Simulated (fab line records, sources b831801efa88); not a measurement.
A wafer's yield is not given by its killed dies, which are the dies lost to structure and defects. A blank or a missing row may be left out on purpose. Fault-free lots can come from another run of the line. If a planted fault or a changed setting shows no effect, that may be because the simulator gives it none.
Which tool is to blame? :: flow sfq line :: 14 lots with 42 wafers sampled at 6 steps, on a route of 325 steps

WHAT THE GAUGES SHOWED, per wafer
Not one reading of a measure or inspect step in the record can be checked against a usual standard deviation.

WHICH TOOL RAN EACH LOT (tool, then ch and the chambers of the sampled wafers, then the start)
lot: L515
SFQ_TRILAYER_I2_CMP_CMP_064: cmp-01 ch 1,2,3, day 18 19:46
SFQ_TRILAYER_I2_METRO_MEASURE_065: film metro-02, day 18 21:35
SFQ_TRILAYER_I2_VIA_ETCH_VIA_ETCH_070: rie diel-01 ch 2,3, day 21 09:43
SFQ_TRILAYER_I3_METRO_MEASURE_083: film metro-03, day 26 09:56
SFQ_TRILAYER_M5_STRIP_STRIP_127: rie metal-04 ch 0,1, day 54 09:13
SFQ_TRILAYER_R5_STRIP_STRIP_140: rie metal-03 ch 0,1, day 60 12:51

lot: L516
SFQ_TRILAYER_I2_CMP_CMP_064: cmp-02 ch 0,1,2, day 19 05:31
SFQ_TRILAYER_I2_METRO_MEASURE_065: film metro-01, day 19 07:32
SFQ_TRILAYER_I2_VIA_ETCH_VIA_ETCH_070: rie diel-04 ch 0,1, day 21 19:19
SFQ_TRILAYER_I3_METRO_MEASURE_083: film metro-03, day 26 16:08
SFQ_TRILAYER_M5_STRIP_STRIP_127: rie metal-03 ch 0,1, day 54 10:37
SFQ_TRILAYER_R5_STRIP_STRIP_140: rie metal-02 ch 0,1, day 60 16:46

lot: L518
SFQ_TRILAYER_I2_CMP_CMP_064: cmp-02 ch 1,3, day 20 07:31
SFQ_TRILAYER_I2_METRO_MEASURE_065: film metro-04, day 20 10:20
SFQ_TRILAYER_I2_VIA_ETCH_VIA_ETCH_070: rie diel-02 ch 0,3, day 22 21:43
SFQ_TRILAYER_I3_METRO_MEASURE_083: film metro-02, day 27 18:56
SFQ_TRILAYER_M5_STRIP_STRIP_127: rie metal-04 ch 0,1, day 54 14:01
SFQ_TRILAYER_R5_STRIP_STRIP_140: rie metal-04 ch 0,1, day 60 18:51

lot: L519
SFQ_TRILAYER_I2_CMP_CMP_064: cmp-02 ch 0,1, day 20 10:01
SFQ_TRILAYER_I2_METRO_MEASURE_065: film metro-02, day 20 13:32
SFQ_TRILAYER_I2_VIA_ETCH_VIA_ETCH_070: rie diel-02 ch 2,3, day 23 01:19
SFQ_TRILAYER_I3_METRO_MEASURE_083: film metro-03, day 28 01:08
SFQ_TRILAYER_M5_STRIP_STRIP_127: rie metal-03 ch 0,1, day 54 15:25
SFQ_TRILAYER_R5_STRIP_STRIP_140: rie metal-02 ch 0,1, day 60 20:15

lot: L520
SFQ_TRILAYER_I2_CMP_CMP_064: cmp-02 ch 1,3, day 20 22:01
SFQ_TRILAYER_I2_METRO_MEASURE_065: film metro-04, day 21 01:20
SFQ_TRILAYER_I2_VIA_ETCH_VIA_ETCH_070: rie diel-04 ch 0,1,3, day 23 15:28
SFQ_TRILAYER_I3_METRO_MEASURE_083: film metro-01, day 29 14:41
SFQ_TRILAYER_M5_STRIP_STRIP_127: rie metal-04 ch 0,1, day 54 16:25
SFQ_TRILAYER_R5_STRIP_STRIP_140: rie metal-03 ch 0,1, day 60 21:15

lot: L525
SFQ_TRILAYER_I2_CMP_CMP_064: cmp-02 ch 0,2,3, day 23 12:19
SFQ_TRILAYER_I2_METRO_MEASURE_065: film metro-02, day 23 15:50
SFQ_TRILAYER_I2_VIA_ETCH_VIA_ETCH_070: rie diel-04 ch 1,3, day 26 19:02
SFQ_TRILAYER_I3_METRO_MEASURE_083: film metro-01, day 33 13:30
SFQ_TRILAYER_M5_STRIP_STRIP_127: rie metal-04 ch 0,1, day 58 19:04
SFQ_TRILAYER_R5_STRIP_STRIP_140: rie metal-02 ch 0,1, day 64 12:01

lot: L526
SFQ_TRILAYER_I2_CMP_CMP_064: cmp-02 ch 0,3, day 23 18:49
SFQ_TRILAYER_I2_METRO_MEASURE_065: film metro-04, day 23 22:02
SFQ_TRILAYER_I2_VIA_ETCH_VIA_ETCH_070: rie diel-04 ch 1,2,3, day 26 23:54
SFQ_TRILAYER_I3_METRO_MEASURE_083: film metro-01, day 33 16:53
SFQ_TRILAYER_M5_STRIP_STRIP_127: rie metal-01 ch 0,1, day 59 02:16
SFQ_TRILAYER_R5_STRIP_STRIP_140: rie metal-02 ch 0,1, day 64 22:39

lot: L527
SFQ_TRILAYER_I2_CMP_CMP_064: cmp-01 ch 0,2,3, day 24 05:47
SFQ_TRILAYER_I2_METRO_MEASURE_065: film metro-02, day 24 08:55
SFQ_TRILAYER_I2_VIA_ETCH_VIA_ETCH_070: rie diel-02 ch 0,1,3, day 27 11:50
SFQ_TRILAYER_I3_METRO_MEASURE_083: film metro-02, day 34 10:17
SFQ_TRILAYER_M5_STRIP_STRIP_127: rie metal-01 ch 0,1, day 59 04:28
SFQ_TRILAYER_R5_STRIP_STRIP_140: rie metal-03 ch 0,1, day 65 04:27

lot: L528
SFQ_TRILAYER_I2_CMP_CMP_064: cmp-01 ch 0,1, day 24 11:47
SFQ_TRILAYER_I2_METRO_MEASURE_065: film metro-01, day 24 15:07
SFQ_TRILAYER_I2_VIA_ETCH_VIA_ETCH_070: rie diel-04 ch 0,2, day 27 16:38
SFQ_TRILAYER_I3_METRO_MEASURE_083: film metro-03, day 34 16:29
SFQ_TRILAYER_M5_STRIP_STRIP_127: rie metal-01 ch 0,1, day 59 15:16
SFQ_TRILAYER_R5_STRIP_STRIP_140: rie metal-04 ch 0,1, day 65 14:03

lot: L530
SFQ_TRILAYER_I2_CMP_CMP_064: cmp-01 ch 0,1,2, day 25 07:07
SFQ_TRILAYER_I2_METRO_MEASURE_065: film metro-04, day 25 09:56
SFQ_TRILAYER_I2_VIA_ETCH_VIA_ETCH_070: rie diel-04 ch 0,3, day 28 01:02
SFQ_TRILAYER_I3_METRO_MEASURE_083: film metro-02, day 34 19:29
SFQ_TRILAYER_M5_STRIP_STRIP_127: rie metal-04 ch 1, day 59 20:11
SFQ_TRILAYER_R5_STRIP_STRIP_140: rie metal-02 ch 0,1, day 65 22:27

lot: L533
SFQ_TRILAYER_I2_CMP_CMP_064: cmp-01 ch 0,2,3, day 26 16:07
SFQ_TRILAYER_I2_METRO_MEASURE_065: film metro-04, day 26 18:44
SFQ_TRILAYER_I2_VIA_ETCH_VIA_ETCH_070: rie diel-01 ch 0,3, day 29 09:46
SFQ_TRILAYER_I3_METRO_MEASURE_083: film metro-03, day 35 10:29
SFQ_TRILAYER_M5_STRIP_STRIP_127: rie metal-01 ch 0,1, day 60 14:11
SFQ_TRILAYER_R5_STRIP_STRIP_140: rie metal-04 ch 0,1, day 66 16:27

lot: L536
SFQ_TRILAYER_I2_CMP_CMP_064: cmp-01 ch 1,2,3, day 27 18:37
SFQ_TRILAYER_I2_METRO_MEASURE_065: film metro-02, day 27 21:44
SFQ_TRILAYER_I2_VIA_ETCH_VIA_ETCH_070: rie diel-01 ch 1,2,3, day 30 06:10
SFQ_TRILAYER_I3_METRO_MEASURE_083: film metro-02, day 36 06:17
SFQ_TRILAYER_M5_STRIP_STRIP_127: rie metal-01 ch 0,1, day 61 14:11
SFQ_TRILAYER_R5_STRIP_STRIP_140: rie metal-02 ch 0,1, day 67 12:58

lot: L537
SFQ_TRILAYER_I2_CMP_CMP_064: cmp-02 ch 0,1,2, day 28 03:31
SFQ_TRILAYER_I2_METRO_MEASURE_065: film metro-04, day 28 05:38
SFQ_TRILAYER_I2_VIA_ETCH_VIA_ETCH_070: rie diel-04 ch 2,3, day 30 08:34
SFQ_TRILAYER_I3_METRO_MEASURE_083: film metro-01, day 36 09:17
SFQ_TRILAYER_M5_STRIP_STRIP_127: rie metal-04 ch 0,1, day 61 20:19
SFQ_TRILAYER_R5_STRIP_STRIP_140: rie metal-02 ch 0,1, day 67 20:10

lot: L538
SFQ_TRILAYER_I2_CMP_CMP_064: cmp-01 ch 2,3, day 29 14:34
SFQ_TRILAYER_I2_METRO_MEASURE_065: film metro-01, day 29 17:41
SFQ_TRILAYER_I2_VIA_ETCH_VIA_ETCH_070: rie diel-04 ch 0,1,3, day 31 04:46
SFQ_TRILAYER_I3_METRO_MEASURE_083: film metro-01, day 37 04:29
SFQ_TRILAYER_M5_STRIP_STRIP_127: rie metal-04 ch 1, day 62 03:31
SFQ_TRILAYER_R5_STRIP_STRIP_140: rie metal-04 ch 1, day 67 23:46
- SFQ_TRILAYER_I2_CMP_CMP_064: polishes SiO2.
- SFQ_TRILAYER_I2_METRO_MEASURE_065
- SFQ_TRILAYER_I2_VIA_ETCH_VIA_ETCH_070: etches SiO2 in CHF3, stops on Nb, target depth 260 nm.
- SFQ_TRILAYER_I3_METRO_MEASURE_083
- SFQ_TRILAYER_M5_STRIP_STRIP_127: strips in O2.
- SFQ_TRILAYER_R5_STRIP_STRIP_140: strips in O2.

WHAT THE TOOLS THEMSELVES READ (means of the sampled wafers that have a number; where no wafer has one, the mark that the record gives instead)
SFQ_TRILAYER_I2_CMP_CMP_064.
lot: L515
tool: cmp-01
motor current A (A): 10.9
retaining ring pressure frac: 1.003
slurry filter dp kPa (kPa): 13.46
time to endpoint s (s): 227

lot: L516
tool: cmp-02
motor current A (A): 9.9
retaining ring pressure frac: 0.997
slurry filter dp kPa (kPa): 13.54
time to endpoint s (s): 223

lot: L518
tool: cmp-02
motor current A (A): 10.7
retaining ring pressure frac: 0.994
slurry filter dp kPa (kPa): 13.48
time to endpoint s (s): 215

lot: L519
tool: cmp-02
motor current A (A): 10.2
retaining ring pressure frac: 0.998
slurry filter dp kPa (kPa): 13.45
time to endpoint s (s): 222

lot: L520
tool: cmp-02
motor current A (A): 10.5
retaining ring pressure frac: 0.997
slurry filter dp kPa (kPa): 13.37
time to endpoint s (s): 212

lot: L525
tool: cmp-02
motor current A (A): 9.8
retaining ring pressure frac: 0.993
slurry filter dp kPa (kPa): 13.56
time to endpoint s (s): 280

lot: L526
tool: cmp-02
motor current A (A): 10.4
retaining ring pressure frac: 1.000
slurry filter dp kPa (kPa): 13.47
time to endpoint s (s): 281

lot: L527
tool: cmp-01
motor current A (A): 9.7
retaining ring pressure frac: 0.997
slurry filter dp kPa (kPa): 13.39
time to endpoint s (s): 213

lot: L528
tool: cmp-01
motor current A (A): 11.0
retaining ring pressure frac: 0.998
slurry filter dp kPa (kPa): 13.48
time to endpoint s (s): 209

lot: L530
tool: cmp-01
motor current A (A): 9.9
retaining ring pressure frac: 1.001
slurry filter dp kPa (kPa): 13.37
time to endpoint s (s): 216

lot: L533
tool: cmp-01
motor current A (A): 9.7
retaining ring pressure frac: 0.998
slurry filter dp kPa (kPa): 13.48
time to endpoint s (s): 209

lot: L536
tool: cmp-01
motor current A (A): 10.8
retaining ring pressure frac: 1.001
slurry filter dp kPa (kPa): 13.56
time to endpoint s (s): 223

lot: L537
tool: cmp-02
motor current A (A): 9.9
retaining ring pressure frac: 1.001
slurry filter dp kPa (kPa): 13.64
time to endpoint s (s): 223

lot: L538
tool: cmp-01
motor current A (A): 10.3
retaining ring pressure frac: 0.996
slurry filter dp kPa (kPa): 13.41
time to endpoint s (s): 226

SFQ_TRILAYER_I2_METRO_MEASURE_065.
lot: L515
tool: film metro-02
thk nm (nm): 201.3

lot: L516
tool: film metro-01
thk nm (nm): 201.2

lot: L518
tool: film metro-04
thk nm (nm): 199.9

lot: L519
tool: film metro-02
thk nm (nm): 201.0

lot: L520
tool: film metro-04
thk nm (nm): 200.2

lot: L525
tool: film metro-02
thk nm (nm): 305.5

lot: L526
tool: film metro-04
thk nm (nm): 305.9

lot: L527
tool: film metro-02
thk nm (nm): 199.9

lot: L528
tool: film metro-01
thk nm (nm): 199.1

lot: L530
tool: film metro-04
thk nm (nm): 200.2

lot: L533
tool: film metro-04
thk nm (nm): 200.0

lot: L536
tool: film metro-02
thk nm (nm): 202.0

lot: L537
tool: film metro-04
thk nm (nm): 200.9

lot: L538
tool: film metro-01
thk nm (nm): 200.2

SFQ_TRILAYER_I2_VIA_ETCH_VIA_ETCH_070.
lot: L515
tool: rie diel-01
drypump motor current A (A): 5.8
oes product au (a.u.): 0.859

lot: L516
tool: rie diel-04
drypump motor current A (A): 5.1
oes product au (a.u.): 0.857

lot: L518
tool: rie diel-02
drypump motor current A (A): 5.3
oes product au (a.u.): 0.856

lot: L519
tool: rie diel-02
drypump motor current A (A): 5.6
oes product au (a.u.): 0.857

lot: L520
tool: rie diel-04
drypump motor current A (A): 5.3
oes product au (a.u.): 0.859

lot: L525
tool: rie diel-04
drypump motor current A (A): 5.5
oes product au (a.u.): 1.009

lot: L526
tool: rie diel-04
drypump motor current A (A): 5.6
oes product au (a.u.): 1.007

lot: L527
tool: rie diel-02
drypump motor current A (A): 5.4
oes product au (a.u.): 0.852

lot: L528
tool: rie diel-04
drypump motor current A (A): 5.7
oes product au (a.u.): 0.857

lot: L530
tool: rie diel-04
drypump motor current A (A): 5.4
oes product au (a.u.): 0.852

lot: L533
tool: rie diel-01
drypump motor current A (A): 5.4
oes product au (a.u.): 0.856

lot: L536
tool: rie diel-01
drypump motor current A (A): 5.8
oes product au (a.u.): 0.858

lot: L537
tool: rie diel-04
drypump motor current A (A): 5.9
oes product au (a.u.): 0.854

lot: L538
tool: rie diel-04
drypump motor current A (A): 5.2
oes product au (a.u.): 0.856

SFQ_TRILAYER_I3_METRO_MEASURE_083.
lot: L515
tool: film metro-03
thk nm (nm): 198.8

lot: L516
tool: film metro-03
thk nm (nm): 201.3

lot: L518
tool: film metro-02
thk nm (nm): 199.6

lot: L519
tool: film metro-03
thk nm (nm): 199.5

lot: L520
tool: film metro-01
thk nm (nm): 201.3

lot: L525
tool: film metro-01
thk nm (nm): 200.3

lot: L526
tool: film metro-01
thk nm (nm): 201.1

lot: L527
tool: film metro-02
thk nm (nm): 199.3

lot: L528
tool: film metro-03
thk nm (nm): 200.2

lot: L530
tool: film metro-02
thk nm (nm): 200.4

lot: L533
tool: film metro-03
thk nm (nm): 202.1

lot: L536
tool: film metro-02
thk nm (nm): 200.6

lot: L537
tool: film metro-01
thk nm (nm): 201.5

lot: L538
tool: film metro-01
thk nm (nm): 200.2

SFQ_TRILAYER_M5_STRIP_STRIP_127.
lot: L515
tool: rie metal-04
drypump motor current A (A): 6.3
oes product au (a.u.): 1.005

lot: L516
tool: rie metal-03
drypump motor current A (A): 5.8
oes product au (a.u.): 1.001

lot: L518
tool: rie metal-04
drypump motor current A (A): 6.3
oes product au (a.u.): 1.005

lot: L519
tool: rie metal-03
drypump motor current A (A): 5.8
oes product au (a.u.): 1.003

lot: L520
tool: rie metal-04
drypump motor current A (A): 6.3
oes product au (a.u.): 1.005

lot: L525
tool: rie metal-04
drypump motor current A (A): 6.3
oes product au (a.u.): 1.004

lot: L526
tool: rie metal-01
drypump motor current A (A): 6.3
oes product au (a.u.): 0.987

lot: L527
tool: rie metal-01
drypump motor current A (A): 6.3
oes product au (a.u.): 0.993

lot: L528
tool: rie metal-01
drypump motor current A (A): 6.3
oes product au (a.u.): 0.993

lot: L530
tool: rie metal-04
drypump motor current A (A): 6.6
oes product au (a.u.): 0.993

lot: L533
tool: rie metal-01
drypump motor current A (A): 6.3
oes product au (a.u.): 0.994

lot: L536
tool: rie metal-01
drypump motor current A (A): 6.3
oes product au (a.u.): 0.988

lot: L537
tool: rie metal-04
drypump motor current A (A): 5.9
oes product au (a.u.): 1.005

lot: L538
tool: rie metal-04
drypump motor current A (A): 6.6
oes product au (a.u.): 0.982

SFQ_TRILAYER_R5_STRIP_STRIP_140.
lot: L515
tool: rie metal-03
drypump motor current A (A): 5.8
oes product au (a.u.): 1.006

lot: L516
tool: rie metal-02
drypump motor current A (A): 5.0
oes product au (a.u.): 1.001

lot: L518
tool: rie metal-04
drypump motor current A (A): 5.9
oes product au (a.u.): 1.007

lot: L519
tool: rie metal-02
drypump motor current A (A): 5.0
oes product au (a.u.): 1.005

lot: L520
tool: rie metal-03
drypump motor current A (A): 5.8
oes product au (a.u.): 1.011

lot: L525
tool: rie metal-02
drypump motor current A (A): 5.1
oes product au (a.u.): 0.989

lot: L526
tool: rie metal-02
drypump motor current A (A): 4.8
oes product au (a.u.): 0.995

lot: L527
tool: rie metal-03
drypump motor current A (A): 5.8
oes product au (a.u.): 1.007

lot: L528
tool: rie metal-04
drypump motor current A (A): 6.3
oes product au (a.u.): 1.003

lot: L530
tool: rie metal-02
drypump motor current A (A): 5.0
oes product au (a.u.): 0.998

lot: L533
tool: rie metal-04
drypump motor current A (A): 5.9
oes product au (a.u.): 1.001

lot: L536
tool: rie metal-02
drypump motor current A (A): 5.0
oes product au (a.u.): 0.995

lot: L537
tool: rie metal-02
drypump motor current A (A): 5.0
oes product au (a.u.): 0.997

lot: L538
tool: rie metal-04
drypump motor current A (A): 6.6
oes product au (a.u.): 0.988

THE ANSWER, worked out from the rows above alone
Rule: the usual values come from the lots themselves. The widest of any qualifying gaps counts: lots, ordered by their means at a reading, are off when they make up no more than a third of the lots, leave a main group of 4 or more, and stand apart from it by 3 or more times the standard deviation of that group's means. The tables above print the reading to a certain number of digits; a main group whose means all agree to those digits is not used. A lot without any number at a reading at which 4 lots or more have one is off too. Where the step has rows for the other lots, those lots are counted as sound. Order of review: gauges by route order, followed by the tools' own readings, for which a lot's mean as printed above is used. The first step at which some lot is off is used, and at that step the reading that is off furthest; a lot without a number counts as furthest.
Off: L525, L526, at SFQ_TRILAYER_I2_CMP_CMP_064 (time to endpoint s). The main group: mean 218 s, standard deviation 6.3.
If a tool, at that step or one of the process steps before it, ran each lot that is off and ran no sound lot following the first of them, it fits. Of those tried, none fits.

WHAT THE SIMULATOR HAD PUT IN
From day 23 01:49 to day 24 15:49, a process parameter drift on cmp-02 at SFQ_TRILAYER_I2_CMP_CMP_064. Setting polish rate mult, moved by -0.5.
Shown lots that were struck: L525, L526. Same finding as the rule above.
